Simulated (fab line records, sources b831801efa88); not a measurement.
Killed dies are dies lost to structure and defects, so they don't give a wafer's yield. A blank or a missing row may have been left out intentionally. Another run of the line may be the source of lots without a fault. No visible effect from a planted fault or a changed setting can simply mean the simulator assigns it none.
Which tool is to blame? ; flow sky130 ; 14 lots, 42 wafers sampled, at 5 steps of a route of 708

WHAT THE GAUGES READ, wafer by wafer
SKY_VIA1_THK_MEAS_23: measures by xrf.
lot;measured;on;VIA1_W_THK (nm)
L936;day 33 06:13;filmMetro-01;276 272 279
L937;day 33 17:28;filmMetro-01;271 269 268
L939;day 34 17:46;filmMetro-03;272 272 274
L940;day 35 00:35;filmMetro-01;272 280 268
L945;day 36 15:03;filmMetro-03;269 269 270
L946;day 36 20:04;filmMetro-02;279 278 280
L951;day 39 16:08;filmMetro-01;276 278 274
L952;day 40 03:38;filmMetro-02;277 279 278
L953;day 40 03:57;filmMetro-01;270 269 269
L954;day 40 12:26;filmMetro-03;273 268 271
L955;day 40 15:39;filmMetro-01;273 272 274
L957;day 41 04:07;filmMetro-01;271 279 272
L959;day 41 12:56;filmMetro-01;270 273 271
L958;day 41 18:57;filmMetro-03;271 276 268

SKY_VIA2_CD_MEAS_12: target cd 200 nm.
lot;measured;on;cdNm (nm)
L936;day 35 12:10;cdSem-01;201.6 201.4 201.9
L937;day 36 00:57;cdSem-01;202.2 202.5 202.2
L939;day 36 23:41;cdSem-01;200.6 199.3 200.1
L940;day 37 06:56;cdSem-01;203.3 201.9 201.6
L951;day 41 20:10;cdSem-01;198.0 196.8 198.1
L952;day 42 06:02;cdSem-01;203.6 203.2 201.9
L953;day 42 07:26;cdSem-02;201.2 200.7 201.2
L954;day 42 16:33;cdSem-01;198.2 198.3 199.6
L955;day 42 18:38;cdSem-01;198.2 198.7 198.7
L957;day 43 05:05;cdSem-02;197.1 198.3 197.9
L959;day 43 12:56;cdSem-01;197.6 198.0 197.3
L958;day 43 18:55;cdSem-01;199.1 198.6 197.9

EACH LOT AND THE TOOL THAT RAN IT (in order: tool; ch and the chambers of the sampled wafers; start)
lot;SKY_METAL2_SPUTTER_03;SKY_METAL2_METAL_ETCH_19;SKY_METAL2_STRIP_20
L936;pvdSputter-03, day 33 06:38;rieMetal-04 ch 0,1, day 34 09:38;plasmaAsher-01 ch 1, day 34 09:44
L937;pvdSputter-02, day 33 17:53;rieMetal-03 ch 0,1, day 34 21:16;plasmaAsher-04 ch 0,1, day 34 21:22
L939;pvdSputter-03, day 34 18:12;rieMetal-03 ch 0, day 35 20:17;plasmaAsher-04 ch 0,1, day 35 20:28
L940;pvdSputter-02, day 35 01:02;rieMetal-03 ch 0,1, day 36 03:25;plasmaAsher-02 ch 0,1, day 36 03:31
L945;pvdSputter-03, day 36 15:29;rieMetal-03 ch 0,1, day 37 18:19;plasmaAsher-04 ch 0,1, day 37 18:25
L946;pvdSputter-04, day 36 20:28;rieMetal-03 ch 0,1, day 37 22:51;plasmaAsher-04 ch 0,1, day 37 22:57
L951;pvdSputter-03, day 39 16:34;rieMetal-04 ch 0,1, day 40 18:05;plasmaAsher-01 ch 0,1, day 40 18:11
L952;pvdSputter-03, day 40 04:04;rieMetal-03 ch 0,1, day 41 05:14;plasmaAsher-01 ch 0,1, day 41 05:20
L953;pvdSputter-04, day 40 04:23;rieMetal-04 ch 0,1, day 41 05:35;plasmaAsher-02 ch 0,1, day 41 05:41
L954;pvdSputter-03, day 40 12:52;rieMetal-02 ch 0,1, day 41 15:28;plasmaAsher-01 ch 0,1, day 41 15:35
L955;pvdSputter-02, day 40 16:05;rieMetal-04 ch 0,1, day 41 17:53;plasmaAsher-04 ch 0,1, day 41 17:59
L957;pvdSputter-04, day 41 04:33;rieMetal-03 ch 0,1, day 42 05:05;plasmaAsher-01 ch 0,1, day 42 05:10
L959;pvdSputter-04, day 41 13:23;rieMetal-04 ch 0,1, day 42 13:11;plasmaAsher-02 ch 1, day 42 13:17
L958;pvdSputter-04, day 41 19:22;rieMetal-04 ch 0,1, day 42 19:16;plasmaAsher-02 ch 0,1, day 42 19:22
- SKY_METAL2_SPUTTER_03: material Ti, target thk 5 nm, time 3.3 s.
- SKY_METAL2_METAL_ETCH_19: etches the open film in Cl2/BCl3, stops on SiO2, target depth 360 nm, time 78 s.
- SKY_METAL2_STRIP_20: strips in O2/N2.

WHAT THE TOOLS THEMSELVES READ (means of the sampled wafers that have a number; where no wafer has one, the mark that the record gives instead)
SKY_METAL2_SPUTTER_03.
lot;tool;throttleValvePct (%)
L936;pvdSputter-03;30.9
L937;pvdSputter-02;29.9
L939;pvdSputter-03;30.2
L940;pvdSputter-02;31.0
L945;pvdSputter-03;31.3
L946;pvdSputter-04;30.5
L951;pvdSputter-03;30.5
L952;pvdSputter-03;30.7
L953;pvdSputter-04;29.3
L954;pvdSputter-03;30.3
L955;pvdSputter-02;29.3
L957;pvdSputter-04;30.4
L959;pvdSputter-04;29.7
L958;pvdSputter-04;29.6

SKY_METAL2_METAL_ETCH_19.
lot;tool;bcl3FlowSccm (sccm);biasW (W);drypumpMotorCurrentA (A);oesProductAu (a.u.);throttleValvePct (%)
L936;rieMetal-04;29.94;48.35;5.7;0.857;22.270
L937;rieMetal-03;30.02;48.45;6.6;0.848;22.258
L939;rieMetal-03;29.91;48.66;6.1;0.854;22.264
L940;rieMetal-03;29.99;48.40;6.6;0.852;22.264
L945;rieMetal-03;-;-;-;-;-
L946;rieMetal-03;-;-;-;-;-
L951;rieMetal-04;29.99;48.57;5.7;0.857;22.263
L952;rieMetal-03;30.08;48.49;6.3;0.853;22.264
L953;rieMetal-04;29.85;48.55;5.7;0.856;22.255
L954;rieMetal-02;29.95;48.36;5.6;0.856;22.263
L955;rieMetal-04;30.04;48.56;5.7;0.859;22.268
L957;rieMetal-03;30.06;48.40;6.6;0.859;22.261
L959;rieMetal-04;30.07;48.54;5.7;0.852;22.268
L958;rieMetal-04;30.01;48.57;5.7;0.863;22.261

SKY_METAL2_STRIP_20.
lot;tool;drypumpMotorCurrentA (A);n2FlowSccm (sccm);oesProductAu (a.u.);stripTimeToEndpointS (s)
L936;plasmaAsher-01;6.6;299.7;0.342;2.69
L937;plasmaAsher-04;5.8;299.7;0.342;2.70
L939;plasmaAsher-04;5.7;300.1;0.341;2.71
L940;plasmaAsher-02;6.0;300.4;0.339;2.70
L945;plasmaAsher-04;5.8;299.1;0.444;5.20
L946;plasmaAsher-04;5.8;300.3;0.446;5.20
L951;plasmaAsher-01;6.2;300.0;0.339;2.66
L952;plasmaAsher-01;6.2;300.1;0.338;2.71
L953;plasmaAsher-02;6.0;300.2;0.342;2.75
L954;plasmaAsher-01;5.9;300.1;0.337;2.66
L955;plasmaAsher-04;5.8;300.5;0.342;2.70
L957;plasmaAsher-01;5.9;299.8;0.347;2.73
L959;plasmaAsher-02;6.1;299.6;0.345;2.73
L958;plasmaAsher-02;6.0;299.1;0.343;2.68

THE ANSWER, worked out from the rows above alone
Rule: what is usual is taken from the lots themselves. The widest of any qualifying gaps counts: lots, ordered by their means at a reading, are off when they make up no more than a third of the lots, leave a main group of 4 or more, and stand apart from it by 3 or more times the standard deviation of that group's means. Not used: any main group whose means are identical at the precision the tables above print for the reading. Also off: a lot with no number at a reading for which 4 or more lots have one. Any other lot the step has rows for is counted as sound. First the gauges in route order, then the tools' own readings, where a lot's mean is used as printed above. The first step at which some lot is off is used, and at that step the reading that is off furthest; a lot without a number counts as furthest.
Off at SKY_METAL2_METAL_ETCH_19 (bcl3FlowSccm): L945, L946. Without a number there: L945, L946. Main group: mean 29.99 sccm, sd 0.067.
A tool fits if, at that step or a process step before it, it ran every lot that is off, and no sound lot after the first of them. Not one of the candidates tried fits.

WHAT THE SIMULATOR HAD INSERTED
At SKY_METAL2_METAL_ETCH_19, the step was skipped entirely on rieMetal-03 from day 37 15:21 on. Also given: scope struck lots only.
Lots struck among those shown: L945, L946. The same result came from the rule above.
